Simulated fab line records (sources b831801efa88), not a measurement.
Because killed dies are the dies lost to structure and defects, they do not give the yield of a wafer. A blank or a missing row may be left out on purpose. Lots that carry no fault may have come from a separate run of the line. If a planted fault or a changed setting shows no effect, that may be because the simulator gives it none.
The tool behind it: which one? | flow gf180mcu | 10 lots with 30 wafers sampled at 6 steps, on a route of 602 steps

== WHAT EACH GAUGE READ, for each wafer ==
GF_TOP_METAL_RS_MEAS_05: measurement is done with a four-point probe.
lot  | measured     | on            | TOP_METAL_ALCU_RS (ohm/sq)
L798 | day 27 22:44 | film-metro-03 | 0.0330 0.0329 0.0326
L806 | day 30 12:31 | film-metro-01 | 9.7765 9.7663 9.7148
L807 | day 31 05:25 | film-metro-04 | 9.6416 9.6349 9.6021
L808 | day 31 06:59 | film-metro-03 | 9.5961 9.5331 9.5433
L811 | day 32 00:13 | film-metro-03 | 0.0324 0.0326 0.0321
L814 | day 32 19:46 | film-metro-01 | 0.0323 0.0323 0.0319
L815 | day 32 20:06 | film-metro-04 | 0.0337 0.0335 0.0336
L816 | day 33 02:00 | film-metro-03 | 0.0325 0.0325 0.0327
L818 | day 33 12:58 | film-metro-04 | 0.0325 0.0324 0.0327
L819 | day 33 14:14 | film-metro-03 | 0.0326 0.0325 0.0329

GF_TOP_METAL_THK_MEAS_06: measures by xrf.
lot  | measured     | on            | TOP_METAL_ALCU_THK (nm)
L798 | day 27 22:50 | film-metro-03 | 881 885 891
L806 | day 30 12:38 | film-metro-01 | <0 <0 <0
L807 | day 31 05:31 | film-metro-04 | <0 <0 <0
L808 | day 31 07:06 | film-metro-03 | <0 <0 <0
L811 | day 32 00:20 | film-metro-03 | 905 899 913
L814 | day 32 19:53 | film-metro-01 | 916 918 925
L815 | day 32 20:13 | film-metro-04 | 868 871 864
L816 | day 33 02:07 | film-metro-03 | 898 900 892
L818 | day 33 13:05 | film-metro-04 | 896 902 888
L819 | day 33 14:20 | film-metro-03 | 898 895 889

== WHICH TOOL RAN EACH LOT (tool, then ch and the chambers of the sampled wafers, then the start) ==
lot  | GF_MIM_SPUTTER_07            | GF_M5_ETCH_09                      | GF_V5_STRIP_18                       | GF_TOP_METAL_SPUTTER_02
L798 | pvd-sputter-01, day 25 05:23 | rie-diel-01 ch 0,2, day 26 23:37   | plasma-asher-02 ch 0,1, day 27 21:15 | pvd-sputter-01, day 27 22:37
L806 | pvd-sputter-01, day 27 23:35 | rie-diel-04 ch 1,2, day 29 15:10   | plasma-asher-02 ch 0,1, day 30 10:58 | pvd-sputter-03, day 30 12:25
L807 | pvd-sputter-03, day 28 16:59 | rie-diel-02 ch 0,1,3, day 30 08:01 | plasma-asher-01 ch 0,1, day 31 03:55 | pvd-sputter-01, day 31 05:18
L808 | pvd-sputter-03, day 28 20:13 | rie-diel-02 ch 1,3, day 30 10:06   | plasma-asher-01 ch 0,1, day 31 05:31 | pvd-sputter-03, day 31 06:53
L811 | pvd-sputter-03, day 29 15:07 | rie-diel-02 ch 0,2,3, day 31 03:51 | plasma-asher-02 ch 0,1, day 31 22:43 | pvd-sputter-03, day 32 00:07
L814 | pvd-sputter-02, day 30 11:31 | rie-diel-02 ch 0,3, day 31 23:36   | plasma-asher-02 ch 0,1, day 32 18:19 | pvd-sputter-03, day 32 19:40
L815 | pvd-sputter-03, day 30 13:08 | rie-diel-01 ch 1,2, day 32 00:33   | plasma-asher-04 ch 0,1, day 32 18:40 | pvd-sputter-01, day 32 20:01
L816 | pvd-sputter-03, day 30 17:58 | rie-diel-02 ch 0,1,3, day 32 05:45 | plasma-asher-04 ch 0,1, day 33 00:34 | pvd-sputter-04, day 33 01:55
L818 | pvd-sputter-02, day 31 07:19 | rie-diel-02 ch 1,3, day 32 17:28   | plasma-asher-04 ch 0,1, day 33 11:31 | pvd-sputter-03, day 33 12:52
L819 | pvd-sputter-01, day 31 08:49 | rie-diel-04 ch 0,1,3, day 32 19:15 | plasma-asher-01 ch 0,1, day 33 12:46 | pvd-sputter-03, day 33 14:07
- GF_MIM_SPUTTER_07: material TiN, target thk 60 nm, time 50 s.
- GF_M5_ETCH_09: etches Si3N4 in CF4/O2, target depth 52 nm, time 11.6 s.
- GF_V5_STRIP_18: strips in O2/N2.
- GF_TOP_METAL_SPUTTER_02: material AlCu, target thk 900 nm, time 47.82 s.

== AS READ BY THE TOOLS THEMSELVES (means over the sampled wafers that have a number; for cases with no such wafer, the mark the record gives instead) ==
GF_MIM_SPUTTER_07.
lot  | tool           | cathode-dc-power-W (W) | chamber-pressure-pa (Pa) | throttle-valve-pct (%)
L798 | pvd-sputter-01 | 6500.1                 | 0.3998                   | 29.2
L806 | pvd-sputter-01 | 6498.8                 | 0.4001                   | 29.5
L807 | pvd-sputter-03 | 6499.9                 | 0.3998                   | 29.3
L808 | pvd-sputter-03 | 6501.0                 | 0.3999                   | 29.8
L811 | pvd-sputter-03 | 6499.8                 | 0.4006                   | 29.9
L814 | pvd-sputter-02 | 6499.8                 | 0.4007                   | 29.7
L815 | pvd-sputter-03 | 6501.2                 | 0.4003                   | 29.7
L816 | pvd-sputter-03 | 6499.8                 | 0.4000                   | 29.7
L818 | pvd-sputter-02 | 6499.3                 | 0.3996                   | 29.1
L819 | pvd-sputter-01 | 6500.3                 | 0.4004                   | 30.4

GF_M5_ETCH_09.
lot  | tool        | drypump-motor-current-A (A) | oes-product-au (a.u.) | throttle-valve-pct (%)
L798 | rie-diel-01 | 5.5                         | 0.998                 | 5.968
L806 | rie-diel-04 | 5.6                         | 1.000                 | 5.970
L807 | rie-diel-02 | 5.6                         | 0.999                 | 5.971
L808 | rie-diel-02 | 5.3                         | 1.002                 | 5.988
L811 | rie-diel-02 | 5.3                         | 1.004                 | 5.964
L814 | rie-diel-02 | 5.2                         | 1.004                 | 5.966
L815 | rie-diel-01 | 5.8                         | 0.998                 | 5.967
L816 | rie-diel-02 | 5.6                         | 1.010                 | 5.979
L818 | rie-diel-02 | 5.7                         | 1.009                 | 5.974
L819 | rie-diel-04 | 5.4                         | 0.990                 | 5.973

GF_V5_STRIP_18.
lot  | tool            | drypump-motor-current-A (A) | heater-power-w (W) | o2-flow-sccm (sccm) | oes-product-au (a.u.)
L798 | plasma-asher-02 | 5.9                         | 348                | 3002                | 0.565
L806 | plasma-asher-02 | 5.8                         | 344                | 3001                | 0.569
L807 | plasma-asher-01 | 6.1                         | 289                | 3003                | 0.573
L808 | plasma-asher-01 | 6.2                         | 286                | 3008                | 0.568
L811 | plasma-asher-02 | 5.8                         | 349                | 3006                | 0.569
L814 | plasma-asher-02 | 5.8                         | 346                | 3002                | 0.570
L815 | plasma-asher-04 | 5.4                         | 341                | 3012                | 0.566
L816 | plasma-asher-04 | 5.4                         | 346                | 2994                | 0.564
L818 | plasma-asher-04 | 5.4                         | 346                | 2995                | 0.571
L819 | plasma-asher-01 | 6.1                         | 289                | 3006                | 0.569

GF_TOP_METAL_SPUTTER_02.
lot  | tool           | cathode-dc-power-W (W) | chamber-pressure-pa (Pa) | throttle-valve-pct (%)
L798 | pvd-sputter-01 | 10599                  | 0.3000                   | 30.8
L806 | pvd-sputter-03 | -                      | -                        | -
L807 | pvd-sputter-01 | -                      | -                        | -
L808 | pvd-sputter-03 | -                      | -                        | -
L811 | pvd-sputter-03 | 10599                  | 0.3000                   | 29.7
L814 | pvd-sputter-03 | 10599                  | 0.2997                   | 29.2
L815 | pvd-sputter-01 | 10601                  | 0.2998                   | 30.2
L816 | pvd-sputter-04 | 10599                  | 0.3000                   | 30.0
L818 | pvd-sputter-03 | 10598                  | 0.3004                   | 29.7
L819 | pvd-sputter-03 | 10599                  | 0.2999                   | 29.4

== THE ANSWER, worked out from the rows above alone ==
Rule: the usual values come from the lots themselves. The widest of any qualifying gaps counts: lots, ordered by their means at a reading, are off when they make up no more than a third of the lots, leave a main group of 4 or more, and stand apart from it by 3 or more times the standard deviation of that group's means. A main group is skipped when, at the precision printed for the reading in the tables above, its means are all equal. Also off: a lot with no number at a reading for which 4 or more lots have one. All remaining lots with rows at the step are treated as sound. Order of review: gauges by route order, followed by the tools' own readings, for which a lot's mean as printed above is used. The first step at which some lot is off is used, and at that step the reading that is off furthest; a lot without a number counts as furthest.
Off: at GF_TOP_METAL_RS_MEAS_05 (TOP_METAL_ALCU_RS), L806, L807, L808. Main group: mean 0.0327 ohm/sq, sd 0.00043.
If a tool, at a process step before that reading, ran all the lots that are off and no sound lot after the first of them, it fits. The gauges at GF_TOP_METAL_RS_MEAS_05 aren't tried: what is off there is off at GF_TOP_METAL_SPUTTER_02 too, on other tools, and a gauge's error can't cause that. Of those tried, none fits.

== WHAT THE SIMULATOR PUT IN ==
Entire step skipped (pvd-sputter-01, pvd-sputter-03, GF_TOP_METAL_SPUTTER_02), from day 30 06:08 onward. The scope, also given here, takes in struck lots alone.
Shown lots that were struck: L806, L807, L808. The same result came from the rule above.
